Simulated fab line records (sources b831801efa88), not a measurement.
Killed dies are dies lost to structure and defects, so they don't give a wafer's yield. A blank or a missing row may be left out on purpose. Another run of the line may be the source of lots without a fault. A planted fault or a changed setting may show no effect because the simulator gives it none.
A single fault, viewed from 2 desks | flow gf180mcu | only its own numbers are on each desk; what lay behind them is given at the end

## THE TOOL OWNER'S DESK: pvd_sputter-04
The tool's own readings at GF_M3_SPUTTER_04 (material TiN, target thk 50 nm, time 41.7 s): means of the sampled wafers that have a number, for each lot that ran on this tool. Marked OUT: a lot whose mean sits more than 4 standard deviations from the usual mean, which makes it out of limits; the brackets give that distance.
Columns: A = chamber_pressure_pa at GF_M3_SPUTTER_04, usual 0.4000 Pa; B = throttle_valve_pct at GF_M3_SPUTTER_04, usual 29.3 %
lot  | first seen here | A                | B
L383 | day 20 19:17    | 0.3997           | 28.5
L389 | day 23 12:10    | 0.4004           | 29.5
L392 | day 24 05:53    | 0.3996           | 29.5
L395 | day 25 07:58    | 0.4003           | 29.0
L402 | day 27 13:30    | 0.3856 (-17) OUT | 29.2
Finding of this desk: L402 out of limits; the first was L402 at day 27 13:30, on chamber_pressure_pa at GF_M3_SPUTTER_04. Within limits: L383, L389, L392, L395.

## AT THE METROLOGY DESK
Means of the sampled wafers that have a number, per lot and without regard to the tool the lot ran on: this is what the gauges read. Marked OUT: a lot whose mean sits more than 4 standard deviations from the usual mean, which makes it out of limits; the brackets give that distance.
Columns: A = V3_CVD_02_THK at GF_V3_THK_MEAS_03, usual 849 nm
lot  | first seen here | A
L381 | day 21 05:47    | 846
L383 | day 21 20:05    | 851
L384 | day 22 13:10    | 855
L386 | day 23 13:07    | 855
L387 | day 23 16:15    | 838
L389 | day 24 11:04    | 842
L390 | day 24 22:14    | 857
L392 | day 25 04:35    | 855
L393 | day 25 16:06    | 857
L394 | day 26 01:41    | 858
L395 | day 26 06:13    | 852
L402 | day 28 10:14    | 845
L404 | day 28 20:58    | 857
Result from this desk: across the 13 lots, nothing is out of limits.

## ALL TOGETHER
An alarm could have come from the tool owner's desk at day 27 13:30, on L402.
From the metrology desk's view, nothing was out of limits.
The metrology desk holds a record of L402, inside its limits.
Every lot named ran GF_M3_SPUTTER_04 on pvd_sputter-04.

## WHAT THE SIMULATOR PUT IN
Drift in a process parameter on pvd_sputter-04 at GF_M3_SPUTTER_04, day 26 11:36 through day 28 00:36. A move of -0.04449 in setting chamber_pressure_pa, from 0.4. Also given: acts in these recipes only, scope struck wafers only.
Lots struck among those shown: L402.
Each desk's first reading out of limits, in hours after the fault started: the tool owner's desk, 26.
